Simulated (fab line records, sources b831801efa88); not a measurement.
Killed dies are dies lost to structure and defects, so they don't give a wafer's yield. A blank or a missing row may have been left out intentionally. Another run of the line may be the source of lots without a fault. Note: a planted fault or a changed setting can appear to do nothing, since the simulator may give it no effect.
fab line records	flow sky130	part 1 of 2: steps 1 to 28 of 39
record lots=5	wafers=15	last-day=49
route steps=708 shown POLY_CUT@315 SD_P@320 RES_XHIGH@332 SD_N@342
lots that met no fault: from a run of the same line without faults
start-h: hours from the record's opening day to when the first of the lot's shown wafers began	wait-h: hours from the lot's prior step to this one	" as in the row above	L1.1+2: a row that stands for several wafers	- no value, or no start was given	* or withheld: withheld	< > ~ a bound
route shown NAME@n: NAME is a module with steps in the file, n the number in the route of the first one	usual: mean/standard deviation of fault-free wafers	same: alike in all rows	chamber/n: place in a boat	sites: each site's reading	_std_site: standard deviation across them	_edge_site: outer sites' mean less inner sites'	radius-mm: for every site, how far away it sits from the centre of the wafer	mask NAME#n: copy n	behind: the last tool/chamber to shape the wafer	hold: what put the lot on hold/how long, in hours/how the hold closed	device: which transistor (n, p or np) failed to switch	end of line: at the end of the route, the tests of the same wafers	where a step has no rows: the recipe by itself	killed: dies lost to structure and defects at the first sort, not the wafer's yield	map: a wafer's dies, x killed, . not, _ none there
set.NAME: setting as actually run; set.NAME@STEP: the setting as run at that earlier step	model.NAME: the simulator's own value behind a step, which no gauge read
lots seen at some steps along the route; tables by step, rows by wafer
services: a tool's chamber out of use, with start hour (start-h, from the record's first day; less than 0 if before it), hours out, and reason
## steps
# step SKY_POLY_CUT_CD_MEAS_08
# recipe target-cd-nm=270
# usual cd-nm=270.3/1.4
lot.wafer	tool	chamber	start-h	wait-h	cd-nm
L077.2	cd-sem-01	-	596.45	-	270.2
L077.3	"	-	"	"	269.8
L077.6	"	-	"	"	269.8
L080.2	cd-sem-01	-	632.38	-	270.1
L080.3	"	-	"	"	268.3
L080.5	"	-	"	"	269.2
L083.3	cd-sem-02	-	641.40	-	269.1
L083.4	"	-	"	"	269.2
L083.5	"	-	"	"	270.3
L086.2	cd-sem-02	-	691.57	-	273.1
L086.3	"	-	"	"	272.0
L086.5	"	-	"	"	271.9
L091.1	cd-sem-02	-	699.03	-	271.0
L091.3	"	-	"	"	271.1
L091.6	"	-	"	"	272.5
# step SKY_POLY_CUT_OVL_MEAS_09
# usual POLY_CUT_OVL=2/5.6
lot.wafer	tool	chamber	start-h	wait-h	POLY_CUT_OVL[nm]
L077.2	overlay-02	-	596.55	0.1	-1
L077.3	"	-	"	"	0
L077.6	"	-	"	"	-3
L080.2	overlay-02	-	632.49	0.1	-1
L080.3	"	-	"	"	9
L080.5	"	-	"	"	5
L083.3	overlay-02	-	641.49	0.1	-3
L083.4	"	-	"	"	3
L083.5	"	-	"	"	-4
L086.2	overlay-02	-	691.67	0.1	-5
L086.3	"	-	"	"	4
L086.5	"	-	"	"	7
L091.1	overlay-01	-	699.15	0.1	10
L091.3	"	-	"	"	10
L091.6	"	-	"	"	14
# step SKY_POLY_CUT_ETCH_10
# recipe chemistry=N2/H2	target=BARC	ion-energy-ev=200	source-w=500	bias-w=100	pressure-mtorr=30	n2-flow-sccm=100	h2-flow-sccm=200	stop-on=SiO2	time-s=45.9	target-depth-a=600
# usual drypump-motor-current-A=5.6/0.55	oes-product-au=0.855/0.0051	rf-fwd-power-W=495.0/2.5	throttle-valve-pct=13.224/0.0084
lot.wafer	tool	chamber	start-h	wait-h	drypump-motor-current-A	oes-product-au	rf-fwd-power-W	rf-hours-counter-h	throttle-valve-pct
L077.2	rie-diel-02	2	596.58	0.0	4.7	0.842	496.6	0	13.227
L077.3	"	1	"	"	4.9	0.850	496.5	9	13.226
L077.6	"	1	"	"	4.9	0.855	498.6	-	13.220
L080.2	rie-diel-03	1	632.52	0.0	5.8	0.854	496.2	4	13.230
L080.3	"	2	"	"	5.7	0.854	492.6	2	13.203
L080.5	"	1	"	"	5.8	0.846	495.0	-	13.223
L083.3	rie-diel-03	0	641.52	0.0	5.5	0.858	495.6	29	13.223
L083.4	"	3	"	"	6.2	0.855	490.3	8	13.237
L083.5	"	0	"	"	5.5	0.861	496.8	-	13.233
L086.2	rie-diel-02	1	691.70	0.0	4.9	0.849	499.5	12	13.214
L086.3	"	0	"	"	4.8	0.854	494.8	41	13.227
L086.5	"	3	"	"	5.5	0.859	490.7	-	13.222
L091.1	rie-diel-02	3	699.19	0.0	5.5	0.854	492.5	6	13.215
L091.3	"	0	"	"	4.8	0.862	498.3	41	13.225
L091.6	"	0	"	"	4.8	0.864	498.4	-	13.218
# step SKY_POLY_CUT_ETCH_11
# recipe target=Si3N4	chemistry=CF4/CH2F2/Ar	stop-on=poly-Si	source-w=600	bias-w=150	pressure-mtorr=40	cf4-flow-sccm=40	ch2f2-flow-sccm=20	Ar_flow_sccm=150	time-s=42.5	target-depth-a=600
# usual drypump-motor-current-A=5.6/0.55	oes-product-au=0.825/0.0064	rf-fwd-power-W=593/3.2	throttle-valve-pct=14.994/0.0096
lot.wafer	tool	chamber	start-h	wait-h	drypump-motor-current-A	oes-product-au	rf-fwd-power-W	rf-hours-counter-h	throttle-valve-pct
L077.2	rie-diel-02	2	596.63	0.0	4.7	0.842	590	0	14.996
L077.3	"	1	"	"	4.9	0.832	594	9	14.973
L077.6	"	1	"	"	4.9	0.833	595	-	14.980
L080.2	rie-diel-03	1	632.56	0.0	5.8	0.827	593	4	15.007
L080.3	"	2	"	"	5.8	0.833	591	2	14.994
L080.5	"	1	"	"	5.8	0.823	598	-	14.984
L083.3	rie-diel-03	0	641.56	0.0	5.5	0.824	595	30	14.987
L083.4	"	3	"	"	6.2	0.827	588	8	14.992
L083.5	"	0	"	"	5.5	0.820	595	-	14.988
L086.2	rie-diel-02	1	691.75	0.0	4.9	0.833	597	12	14.990
L086.3	"	0	"	"	4.8	0.821	599	41	14.983
L086.5	"	3	"	"	5.5	0.831	591	-	14.994
L091.1	rie-diel-02	3	699.23	0.0	5.5	0.820	591	7	14.995
L091.3	"	0	"	"	4.8	0.820	595	42	14.996
L091.6	"	0	"	"	4.8	0.821	596	-	14.985
# step SKY_POLY_CUT_STRIP_12
# recipe chemistry=O2/N2	power-w=1400	pressure-mtorr=1500	platen-temp-c=withheld	o2-flow-sccm=3000	n2-flow-sccm=300	overash-fraction=0.5
# usual drypump-motor-current-A=5.6/0.39	oes-product-au=0.452/0.0047	strip-time-to-endpoint-s=5.353/0.014
lot.wafer	tool	chamber	start-h	wait-h	drypump-motor-current-A	oes-product-au	rf-hours-counter-h	strip-time-to-endpoint-s
L077.2	plasma-asher-02	1	596.67	0.0	5.4	0.453	15	5.371
L077.3	"	1	"	"	5.4	0.453	-	5.356
L077.6	"	1	"	"	5.4	0.455	-	5.343
L080.2	plasma-asher-02	0	632.60	0.0	5.1	0.444	18	5.361
L080.3	"	1	"	"	5.4	0.458	-	5.352
L080.5	"	0	"	"	5.1	0.450	-	5.376
L083.3	plasma-asher-02	1	641.63	0.1	5.4	0.460	-	5.348
L083.4	"	0	"	"	5.1	0.452	-	5.348
L083.5	"	1	"	"	5.4	0.456	-	5.354
L086.2	plasma-asher-03	1	691.79	0.0	5.9	0.447	57	5.338
L086.3	"	1	"	"	5.9	0.451	-	5.339
L086.5	"	1	"	"	5.9	0.452	-	5.359
L091.1	plasma-asher-02	1	699.27	0.0	5.4	0.448	25	5.355
L091.3	"	1	"	"	5.4	0.464	-	5.367
L091.6	"	1	"	"	5.3	0.453	-	5.359
# step SKY_SD_P_DEHYDRATE_00
# recipe temp-c=200	time-s=60
# usual plate-temp-C=199.99/0.17
lot.wafer	tool	chamber	start-h	wait-h	plate-temp-C
L077.2	litho-track-04	0	610.46	13.8	199.70
L077.3	"	0	"	"	199.98
L077.6	"	0	"	"	199.99
L080.2	litho-track-04	0	646.61	14.0	200.16
L080.3	"	0	"	"	200.13
L080.5	"	0	"	"	200.02
L083.3	litho-track-01	0	655.53	13.9	200.17
L083.4	"	0	"	"	199.77
L083.5	"	0	"	"	199.86
L086.2	litho-track-03	0	705.69	13.9	199.99
L086.3	"	0	"	"	199.98
L086.5	"	0	"	"	199.88
L091.1	litho-track-04	0	712.58	13.3	199.81
L091.3	"	0	"	"	199.79
L091.6	"	0	"	"	199.83
# step SKY_SD_P_HMDS_01
# recipe prime-time-s=60	prime-temp-c=120
lot.wafer	tool	chamber	start-h	wait-h
L077.2+3+6	litho-track-04	0	610.61	0.1
L080.2+3+5	litho-track-04	0	646.76	0.1
L083.3+4+5	litho-track-01	0	655.68	0.1
L086.2+3+5	litho-track-03	0	705.84	0.1
L091.1+3+6	litho-track-04	0	712.73	0.1
# step SKY_SD_P_COAT_02
# recipe resist=NOVOLAK	spin-rpm=3000	resist-thk-nm=1140
lot.wafer	tool	chamber	start-h	wait-h
L077.2+3+6	litho-track-04	0	610.76	0.1
L080.2+3+5	litho-track-04	0	646.91	0.1
L083.3+4+5	litho-track-01	0	655.83	0.1
L086.2+3+5	litho-track-03	0	705.99	0.1
L091.1+3+6	litho-track-04	0	712.88	0.1
# step SKY_SD_P_SOFTBAKE_03
# recipe temp-c=90	time-s=60	resist=NOVOLAK
# usual plate-temp-C=89.97/0.13
lot.wafer	tool	chamber	start-h	wait-h	plate-temp-C
L077.2	litho-track-04	0	610.91	0.1	90.05
L077.3	"	0	"	"	90.05
L077.6	"	0	"	"	90.01
L080.2	litho-track-04	0	647.06	0.1	89.77
L080.3	"	0	"	"	89.84
L080.5	"	0	"	"	89.89
L083.3	litho-track-01	0	655.98	0.1	90.06
L083.4	"	0	"	"	90.14
L083.5	"	0	"	"	90.24
L086.2	litho-track-03	0	706.14	0.1	89.80
L086.3	"	0	"	"	89.87
L086.5	"	0	"	"	89.94
L091.1	litho-track-04	0	713.03	0.1	89.94
L091.3	"	0	"	"	90.13
L091.6	"	0	"	"	89.88
# step SKY_SD_P_EXPOSE_04
# recipe mask-id=PSDM	na=0.6	source-shape=conventional	sigma-outer=0.6	polarization=unpolarized	target-cd-nm=380	dose-mj=138
lot.wafer	tool	chamber	start-h	wait-h	mask
L077.2+3+6	iline-stepper-01	0	-	-	PSDM#0
L080.2+3+5	iline-stepper-01	0	-	-	PSDM#0
L083.3+4+5	iline-stepper-02	0	-	-	PSDM#0
L086.2+3+5	iline-stepper-02	0	-	-	PSDM#0
L091.1+3+6	iline-stepper-01	0	-	-	PSDM#0
# step SKY_SD_P_PEB_05
# recipe temp-c=withheld	time-s=*	resist=NOVOLAK
lot.wafer	tool	chamber	start-h	wait-h
L077.2+3+6	litho-track-01	0	-	-
L080.2+3+5	litho-track-01	0	-	-
L083.3+4+5	litho-track-01	0	-	-
L086.2+3+5	litho-track-01	0	-	-
L091.1+3+6	litho-track-01	0	-	-
# step SKY_SD_P_DEVELOP_06
# recipe resist=NOVOLAK	developer=TMAH	develop-time-s=60	dev-temp-c=23
lot.wafer	tool	chamber	start-h	wait-h
L077.2+3+6	litho-track-01	0	625.30	0.1
L080.2+3+5	litho-track-01	0	661.10	0.1
L083.3+4+5	litho-track-01	0	670.08	0.1
L086.2+3+5	litho-track-01	0	719.10	0.1
L091.1+3+6	litho-track-01	0	726.53	0.1
# step SKY_SD_P_CD_MEAS_07
# recipe target-cd-nm=380
# usual cd-nm=379.5/2.5
lot.wafer	tool	chamber	start-h	wait-h	cd-nm
L077.2	cd-sem-02	-	625.45	0.1	380.5
L077.3	"	-	"	"	379.4
L077.6	"	-	"	"	379.9
L080.2	cd-sem-01	-	661.25	0.1	375.5
L080.3	"	-	"	"	376.2
L080.5	"	-	"	"	376.9
L083.3	cd-sem-01	-	670.22	0.1	379.6
L083.4	"	-	"	"	379.3
L083.5	"	-	"	"	380.9
L086.2	cd-sem-02	-	719.25	0.1	377.3
L086.3	"	-	"	"	379.0
L086.5	"	-	"	"	379.7
L091.1	cd-sem-02	-	726.68	0.1	379.9
L091.3	"	-	"	"	379.2
L091.6	"	-	"	"	381.8
# step SKY_SD_P_OVL_MEAS_08
# usual SD_P_OVL=1.0/1.8
lot.wafer	tool	chamber	start-h	wait-h	SD_P_OVL[nm]
L077.2	overlay-02	-	625.55	0.1	-2.0
L077.3	"	-	"	"	-0.7
L077.6	"	-	"	"	-0.4
L080.2	overlay-02	-	661.35	0.1	-2.7
L080.3	"	-	"	"	-2.4
L080.5	"	-	"	"	-1.6
L083.3	overlay-01	-	670.31	0.1	2.3
L083.4	"	-	"	"	4.2
L083.5	"	-	"	"	3.2
L086.2	overlay-02	-	719.35	0.1	1.7
L086.3	"	-	"	"	1.8
L086.5	"	-	"	"	1.9
L091.1	overlay-02	-	726.80	0.1	1.5
L091.3	"	-	"	"	1.7
L091.6	"	-	"	"	1.7
# step SKY_SD_P_IMPLANT_09
# recipe species=BF2	energy-kev=20.34	dose-cm2=3e+15	tilt-deg=0
# usual end-station-pressure-torr=1.39e-05/9.7e-07
lot.wafer	tool	chamber	start-h	wait-h	end-station-pressure-torr
L077.2	implanter-03	0	625.61	0.0	1.37e-05
L077.3	"	0	"	"	1.43e-05
L077.6	"	0	"	"	1.54e-05
L080.2	implanter-03	0	661.41	0.0	1.48e-05
L080.3	"	0	"	"	1.44e-05
L080.5	"	0	"	"	1.51e-05
L083.3	implanter-04	0	670.38	0.1	1.32e-05
L083.4	"	0	"	"	1.3e-05
L083.5	"	0	"	"	1.33e-05
L086.2	implanter-03	0	719.41	0.0	1.48e-05
L086.3	"	0	"	"	1.38e-05
L086.5	"	0	"	"	1.58e-05
L091.1	implanter-04	0	726.83	0.0	1.3e-05
L091.3	"	0	"	"	1.25e-05
L091.6	"	0	"	"	1.29e-05
# step SKY_SD_P_STRIP_10
# recipe chemistry=O2/N2	power-w=1400	pressure-mtorr=1500	platen-temp-c=withheld	o2-flow-sccm=3000	n2-flow-sccm=300	overash-fraction=0.5
# usual drypump-motor-current-A=5.5/0.46	oes-product-au=0.616/0.0044	strip-time-to-endpoint-s=17.56/0.039
lot.wafer	tool	chamber	start-h	wait-h	drypump-motor-current-A	oes-product-au	rf-hours-counter-h	strip-time-to-endpoint-s
L077.2	plasma-asher-04	1	625.73	0.1	6.2	0.623	82	17.56
L077.3	"	0	"	"	6.1	0.622	-	17.57
L077.6	"	1	"	"	6.2	0.615	-	17.53
L080.2	plasma-asher-02	0	661.53	0.1	5.1	0.615	21	17.58
L080.3	"	1	"	"	5.4	0.605	-	17.59
L080.5	"	1	"	"	5.4	0.616	-	17.59
L083.3	plasma-asher-04	0	670.52	0.1	6.1	0.617	-	17.59
L083.4	"	1	"	"	6.1	0.616	-	17.51
L083.5	"	0	"	"	6.1	0.619	-	17.51
L086.2	plasma-asher-02	0	719.53	0.1	5.1	0.616	27	17.62
L086.3	"	1	"	"	5.4	0.608	-	17.61
L086.5	"	0	"	"	5.1	0.617	-	17.62
L091.1	plasma-asher-02	1	726.98	0.1	5.4	0.617	27	17.57
L091.3	"	1	"	"	5.4	0.614	-	17.57
L091.6	"	0	"	"	5.1	0.616	-	17.54
# step SKY_SD_P_TW_MEAS_11
# usual SD_P_TW=2876/24
lot.wafer	tool	chamber	start-h	wait-h	SD_P_TW
L077.2	film-metro-03	-	625.84	0.1	2861
L077.3	"	-	"	"	2858
L077.6	"	-	"	"	2873
L080.2	film-metro-01	-	661.64	0.1	2942
L080.3	"	-	"	"	2954
L080.5	"	-	"	"	2928
L083.3	film-metro-01	-	670.60	0.1	2933
L083.4	"	-	"	"	2916
L083.5	"	-	"	"	2934
L086.2	film-metro-02	-	719.64	0.1	2869
L086.3	"	-	"	"	2887
L086.5	"	-	"	"	2860
L091.1	film-metro-01	-	727.08	0.1	2892
L091.3	"	-	"	"	2911
L091.6	"	-	"	"	2889
# step SKY_RES_XHIGH_DEHYDRATE_00
# recipe temp-c=200	time-s=60
# usual plate-temp-C=199.97/0.15
lot.wafer	tool	chamber	start-h	wait-h	plate-temp-C
L077.2	litho-track-04	0	639.86	14.0	199.78
L077.3	"	0	"	"	200.03
L077.6	"	0	"	"	199.93
L080.2	litho-track-02	0	674.72	13.1	200.27
L080.3	"	0	"	"	199.99
L080.5	"	0	"	"	200.11
L083.3	litho-track-01	0	683.83	13.2	199.87
L083.4	"	0	"	"	199.79
L083.5	"	0	"	"	199.77
L086.2	litho-track-04	0	732.96	13.3	199.99
L086.3	"	0	"	"	200.01
L086.5	"	0	"	"	200.03
L091.1	litho-track-01	0	740.23	13.1	200.26
L091.3	"	0	"	"	200.09
L091.6	"	0	"	"	200.12
# step SKY_RES_XHIGH_HMDS_01
# recipe prime-time-s=60	prime-temp-c=120
lot.wafer	tool	chamber	start-h	wait-h
L077.2+3+6	litho-track-04	0	640.01	0.1
L080.2+3+5	litho-track-02	0	674.87	0.1
L083.3+4+5	litho-track-01	0	683.98	0.1
L086.2+3+5	litho-track-04	0	733.11	0.1
L091.1+3+6	litho-track-01	0	740.38	0.1
# step SKY_RES_XHIGH_COAT_02
# recipe resist=NOVOLAK	spin-rpm=3000	resist-thk-nm=1140
lot.wafer	tool	chamber	start-h	wait-h
L077.2+3+6	litho-track-04	0	640.16	0.1
L080.2+3+5	litho-track-02	0	675.02	0.1
L083.3+4+5	litho-track-01	0	684.13	0.1
L086.2+3+5	litho-track-04	0	733.26	0.1
L091.1+3+6	litho-track-01	0	740.53	0.1
# step SKY_RES_XHIGH_SOFTBAKE_03
# recipe temp-c=90	time-s=60	resist=NOVOLAK
# usual plate-temp-C=90.01/0.12
lot.wafer	tool	chamber	start-h	wait-h	plate-temp-C
L077.2	litho-track-04	0	640.31	0.1	90.01
L077.3	"	0	"	"	89.97
L077.6	"	0	"	"	89.81
L080.2	litho-track-02	0	675.17	0.1	90.16
L080.3	"	0	"	"	89.81
L080.5	"	0	"	"	89.95
L083.3	litho-track-01	0	684.28	0.1	90.00
L083.4	"	0	"	"	89.99
L083.5	"	0	"	"	90.07
L086.2	litho-track-04	0	733.41	0.1	89.91
L086.3	"	0	"	"	89.97
L086.5	"	0	"	"	89.89
L091.1	litho-track-01	0	740.68	0.1	89.91
L091.3	"	0	"	"	89.82
L091.6	"	0	"	"	89.87
# step SKY_RES_XHIGH_EXPOSE_04
# recipe mask-id=URPM	na=0.6	source-shape=conventional	sigma-outer=0.6	polarization=unpolarized	target-cd-nm=1270	dose-mj=140
lot.wafer	tool	chamber	start-h	wait-h	mask
L077.2+3+6	iline-stepper-01	0	-	-	URPM#0
L080.2+3+5	iline-stepper-02	0	-	-	URPM#0
L083.3+4+5	iline-stepper-02	0	-	-	URPM#0
L086.2+3+5	iline-stepper-02	0	-	-	URPM#0
L091.1+3+6	iline-stepper-02	0	-	-	URPM#0
# step SKY_RES_XHIGH_PEB_05
# recipe temp-c=withheld	time-s=*	resist=NOVOLAK
lot.wafer	tool	chamber	start-h	wait-h
L077.2+3+6	litho-track-02	0	-	-
L080.2+3+5	litho-track-01	0	-	-
L083.3+4+5	litho-track-04	0	-	-
L086.2+3+5	litho-track-02	0	-	-
L091.1+3+6	litho-track-01	0	-	-
# step SKY_RES_XHIGH_DEVELOP_06
# recipe resist=NOVOLAK	developer=TMAH	develop-time-s=60	dev-temp-c=23
lot.wafer	tool	chamber	start-h	wait-h
L077.2+3+6	litho-track-02	0	654.72	0.1
L080.2+3+5	litho-track-01	0	689.15	0.1
L083.3+4+5	litho-track-04	0	698.83	0.1
L086.2+3+5	litho-track-02	0	747.47	0.1
L091.1+3+6	litho-track-01	0	754.58	0.1
# step SKY_RES_XHIGH_IMPLANT_07
# recipe species=BF2	energy-kev=20	dose-cm2=3.6e+14	tilt-deg=0
# usual end-station-pressure-torr=5.24e-06/2.8e-07
lot.wafer	tool	chamber	start-h	wait-h	end-station-pressure-torr
L077.2	implanter-04	0	654.87	0.1	5.57e-06
L077.3	"	0	"	"	5.18e-06
L077.6	"	0	"	"	5.28e-06
L080.2	implanter-03	0	689.30	0.1	5.36e-06
L080.3	"	0	"	"	4.84e-06
L080.5	"	0	"	"	5.24e-06
L083.3	implanter-04	0	698.98	0.1	5.37e-06
L083.4	"	0	"	"	5.61e-06
L083.5	"	0	"	"	4.96e-06
L086.2	implanter-04	0	747.62	0.1	5.09e-06
L086.3	"	0	"	"	5.37e-06
L086.5	"	0	"	"	5.4e-06
L091.1	implanter-02	0	754.73	0.1	5.45e-06
L091.3	"	0	"	"	5.78e-06
L091.6	"	0	"	"	5.49e-06
# step SKY_RES_XHIGH_STRIP_08
# recipe chemistry=O2/N2	power-w=1400	pressure-mtorr=1500	platen-temp-c=withheld	o2-flow-sccm=3000	n2-flow-sccm=300	overash-fraction=0.5
# usual drypump-motor-current-A=5.4/0.35	oes-product-au=0.711/0.0044	strip-time-to-endpoint-s=14.27/0.036
lot.wafer	tool	chamber	start-h	wait-h	drypump-motor-current-A	oes-product-au	rf-hours-counter-h	strip-time-to-endpoint-s
L077.2	plasma-asher-01	1	655.00	0.1	4.9	0.706	97	14.23
L077.3	"	1	"	"	4.9	0.710	-	14.26
L077.6	"	1	"	"	4.9	0.712	-	14.27
L080.2	plasma-asher-01	0	689.43	0.1	5.7	0.711	100	14.31
L080.3	"	0	"	"	5.7	0.709	-	14.27
L080.5	"	1	"	"	4.9	0.714	-	14.28
L083.3	plasma-asher-03	1	699.12	0.1	5.9	0.714	-	14.33
L083.4	"	0	"	"	5.3	0.711	-	14.37
L083.5	"	0	"	"	5.3	0.717	-	14.38
L086.2	plasma-asher-02	1	747.75	0.1	5.4	0.710	30	14.28
L086.3	"	0	"	"	5.1	0.715	-	14.27
L086.5	"	1	"	"	5.4	0.714	-	14.27
L091.1	plasma-asher-02	0	754.88	0.1	5.1	0.710	31	14.32
L091.3	"	0	"	"	5.1	0.712	-	14.23
L091.6	"	0	"	"	5.1	0.708	-	14.31
# step SKY_RES_XHIGH_TW_MEAS_09
# usual RES_XHIGH_TW=1655/12
lot.wafer	tool	chamber	start-h	wait-h	RES_XHIGH_TW
L077.2	film-metro-01	-	655.11	0.1	1685
L077.3	"	-	"	"	1690
L077.6	"	-	"	"	1678
L080.2	film-metro-02	-	689.54	0.1	1651
L080.3	"	-	"	"	1658
L080.5	"	-	"	"	1660
L083.3	film-metro-03	-	699.20	0.1	1641
L083.4	"	-	"	"	1634
L083.5	"	-	"	"	1637
L086.2	film-metro-02	-	747.86	0.1	1664
L086.3	"	-	"	"	1659
L086.5	"	-	"	"	1656
L091.1	film-metro-01	-	754.98	0.1	1670
L091.3	"	-	"	"	1641
L091.6	"	-	"	"	1650
# step SKY_SD_N_DEHYDRATE_00
# recipe temp-c=200	time-s=60
# usual plate-temp-C=200.00/0.16
lot.wafer	tool	chamber	start-h	wait-h	plate-temp-C
L077.2	litho-track-04	0	668.76	13.6	200.08
L077.3	"	0	"	"	199.90
L077.6	"	0	"	"	199.98
L080.2	litho-track-03	0	703.34	13.8	199.88
L080.3	"	0	"	"	199.77
L080.5	"	0	"	"	199.85
L083.3	litho-track-03	0	712.46	13.2	200.01
L083.4	"	0	"	"	199.74
L083.5	"	0	"	"	200.00
L086.2	litho-track-02	0	761.37	13.5	199.97
L086.3	"	0	"	"	199.92
L086.5	"	0	"	"	200.17
L091.1	litho-track-03	0	767.91	12.9	200.15
L091.3	"	0	"	"	200.06
L091.6	"	0	"	"	200.24
